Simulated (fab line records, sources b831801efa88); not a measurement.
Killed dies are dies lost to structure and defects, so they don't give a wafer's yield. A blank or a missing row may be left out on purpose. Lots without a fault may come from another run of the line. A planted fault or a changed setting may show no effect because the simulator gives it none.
Which tool did it? | flow sky130 | 6 lots, 18 wafers sampled, at 3 steps of a route of 708

WHAT THE GAUGES READ, wafer by wafer
SKY_VIA1_BOW_MEAS_03.
lot  | measured     | on            | VIA1_BOW (um)
L595 | day 34 15:54 | film_metro-02 | 84 72 87
L600 | day 36 08:05 | film_metro-03 | 88 85 91
L602 | day 36 19:22 | film_metro-03 | 93 97 83
L607 | day 39 06:37 | film_metro-02 | 91 90 83
L612 | day 40 06:38 | film_metro-02 | 75 83 93
L614 | day 40 19:11 | film_metro-04 | 93 90 76

WHICH TOOL RAN EACH LOT (tool, then ch and the chambers of the sampled wafers, then the start)
lot  | SKY_GATE_OXIDE_COAT_05            | SKY_GATE_OXIDE_STRIP_13
L595 | litho_track-02 ch 0, day 14 23:06 | plasma_asher-04 ch 0,1, day 15 13:07
L600 | litho_track-01 ch 0, day 16 17:25 | plasma_asher-02 ch 0,1, day 17 08:25
L602 | litho_track-03 ch 0, day 17 09:34 | plasma_asher-04 ch 0,1, day 18 00:28
L607 | litho_track-02 ch 0, day 19 16:31 | plasma_asher-04 ch 0, day 20 08:34
L612 | litho_track-02 ch 0, day 21 03:27 | plasma_asher-04 ch 0,1, day 21 19:35
L614 | litho_track-01 ch 0, day 22 00:23 | plasma_asher-02 ch 0, day 22 15:28
- SKY_GATE_OXIDE_COAT_05: resist thk 1140 nm.
- SKY_GATE_OXIDE_STRIP_13: strips in O2/N2.

THE ANSWER, worked out from the rows above alone
Rule: what is usual is taken from the lots themselves. Put in order of their means at a reading, lots are off if they are a third of the lots or fewer, leave a main group of 4 or more, and stand apart from it by a gap of 3 or more times the standard deviation of the main group's means; of several such gaps the widest counts. A main group whose means are all the same, to the digits that the tables above print for the reading, isn't used. A lot without any number at a reading at which 4 lots or more have one is off too. The other lots that the step has rows for count as sound.
No lot is off at any reading shown: from this, nothing can be told.

WHAT THE SIMULATOR HAD PUT IN
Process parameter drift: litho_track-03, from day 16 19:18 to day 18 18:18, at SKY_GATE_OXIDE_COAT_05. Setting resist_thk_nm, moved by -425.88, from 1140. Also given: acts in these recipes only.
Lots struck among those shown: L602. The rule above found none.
